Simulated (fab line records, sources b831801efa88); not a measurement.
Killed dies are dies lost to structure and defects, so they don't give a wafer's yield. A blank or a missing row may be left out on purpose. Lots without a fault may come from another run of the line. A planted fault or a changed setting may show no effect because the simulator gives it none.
Which tool did it? | flow sky130 | 15 lots, 45 wafers sampled, at 2 steps of a route of 708

WHAT THE GAUGES READ, wafer by wafer
SKY_VT_ADJUST_HVTP_CD_MEAS_07: target cd 380 nm.
lot  | measured     | on        | cd_nm (nm)
L912 | day 6 05:38  | cd_sem-01 | 381.6 379.9 380.0
L917 | day 7 14:39  | cd_sem-01 | 379.6 380.2 384.5
L919 | day 8 02:44  | cd_sem-01 | 384.1 381.8 385.1
L918 | day 8 02:51  | cd_sem-02 | 381.5 381.2 381.5
L920 | day 8 13:34  | cd_sem-01 | 376.6 379.9 380.1
L922 | day 8 18:57  | cd_sem-01 | 372.4 377.2 376.6
L923 | day 9 01:21  | cd_sem-01 | 375.0 376.1 375.4
L924 | day 9 06:33  | cd_sem-01 | 373.3 375.6 374.9
L925 | day 9 12:07  | cd_sem-01 | 380.7 378.7 379.1
L926 | day 9 22:24  | cd_sem-02 | 384.1 382.0 381.9
L927 | day 10 05:17 | cd_sem-02 | 375.0 377.9 378.6
L931 | day 11 04:30 | cd_sem-01 | 367.5 367.3 367.3
L930 | day 11 06:35 | cd_sem-01 | 373.6 372.1 372.1
L932 | day 11 09:25 | cd_sem-01 | 376.4 372.8 374.6
L935 | day 12 03:31 | cd_sem-01 | 380.1 377.2 375.6

WHICH TOOL RAN EACH LOT (tool, then ch and the chambers of the sampled wafers, then the start)
lot  | SKY_VT_ADJUST_HVTP_DEVELOP_06
L912 | litho_track-01 ch 0, day 6 05:31
L917 | litho_track-01 ch 0, day 7 14:31
L919 | litho_track-01 ch 0, day 8 02:37
L918 | litho_track-04 ch 0, day 8 02:42
L920 | litho_track-04 ch 0, day 8 13:26
L922 | litho_track-04 ch 0, day 8 18:48
L923 | litho_track-01 ch 0, day 9 01:13
L924 | litho_track-04 ch 0, day 9 06:24
L925 | litho_track-04 ch 0, day 9 11:59
L926 | litho_track-04 ch 0, day 9 22:15
L927 | litho_track-04 ch 0, day 10 05:09
L931 | litho_track-04 ch 0, day 11 04:21
L930 | litho_track-04 ch 0, day 11 06:27
L932 | litho_track-04 ch 0, day 11 09:17
L935 | litho_track-02 ch 0, day 12 03:22
- SKY_VT_ADJUST_HVTP_DEVELOP_06: develop time 60 s.

WHAT THE TOOLS THEMSELVES READ (means of the sampled wafers that have a number; where no wafer has one, the mark that the record gives instead)
SKY_VT_ADJUST_HVTP_DEVELOP_06.
lot  | tool           | developer_temp_C (C) | exhaust_pa (Pa)
L912 | litho_track-01 | 22.90                | 44.4
L917 | litho_track-01 | 23.13                | 44.3
L919 | litho_track-01 | 23.04                | 44.4
L918 | litho_track-04 | 22.96                | 44.3
L920 | litho_track-04 | 23.06                | 43.4
L922 | litho_track-04 | 22.96                | 45.5
L923 | litho_track-01 | 22.88                | 45.7
L924 | litho_track-04 | 22.99                | 44.4
L925 | litho_track-04 | 23.07                | 44.9
L926 | litho_track-04 | 22.98                | 44.1
L927 | litho_track-04 | 22.98                | 46.0
L931 | litho_track-04 | 25.43                | 45.3
L930 | litho_track-04 | 25.27                | 44.2
L932 | litho_track-04 | 25.35                | 44.7
L935 | litho_track-02 | 22.97                | 45.9

THE ANSWER, worked out from the rows above alone
Rule: what is usual is taken from the lots themselves. Put in order of their means at a reading, lots are off if they are a third of the lots or fewer, leave a main group of 4 or more, and stand apart from it by a gap of 3 or more times the standard deviation of the main group's means; of several such gaps the widest counts. A main group whose means are all the same, to the digits that the tables above print for the reading, isn't used. A lot without any number at a reading at which 4 lots or more have one is off too. The other lots that the step has rows for count as sound. The gauges are gone through in route order, then the tools' own readings, and for those a lot's mean is taken as printed above. The first step at which some lot is off is used, and at that step the reading that is off furthest; a lot without a number counts as furthest.
Off: L931, L930, L932, at SKY_VT_ADJUST_HVTP_DEVELOP_06 (developer_temp_C). The main group: mean 22.99 C, standard deviation 0.068.
A tool fits if, at that step or a process step before it, it ran every lot that is off, and no sound lot after the first of them. One fits: litho_track-04 at SKY_VT_ADJUST_HVTP_DEVELOP_06. Its last sound lot is L927 (day 10 05:09), its first lot that is off L931 (day 11 04:21): a fault that began between those two fits.
The tool's own readings at SKY_VT_ADJUST_HVTP_DEVELOP_06 bear it out: on the lots that are off they differ by more than 5 times the standard deviation of the sound lots' means. developer_temp_C reads 25.35 C there against 22.99 C on the sound lots.

WHAT THE SIMULATOR HAD PUT IN
Process parameter drift: litho_track-04, from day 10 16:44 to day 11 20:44, at SKY_VT_ADJUST_HVTP_DEVELOP_06. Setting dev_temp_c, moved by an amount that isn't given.
Lots struck among those shown: L931, L930, L932. The rule above found the same.
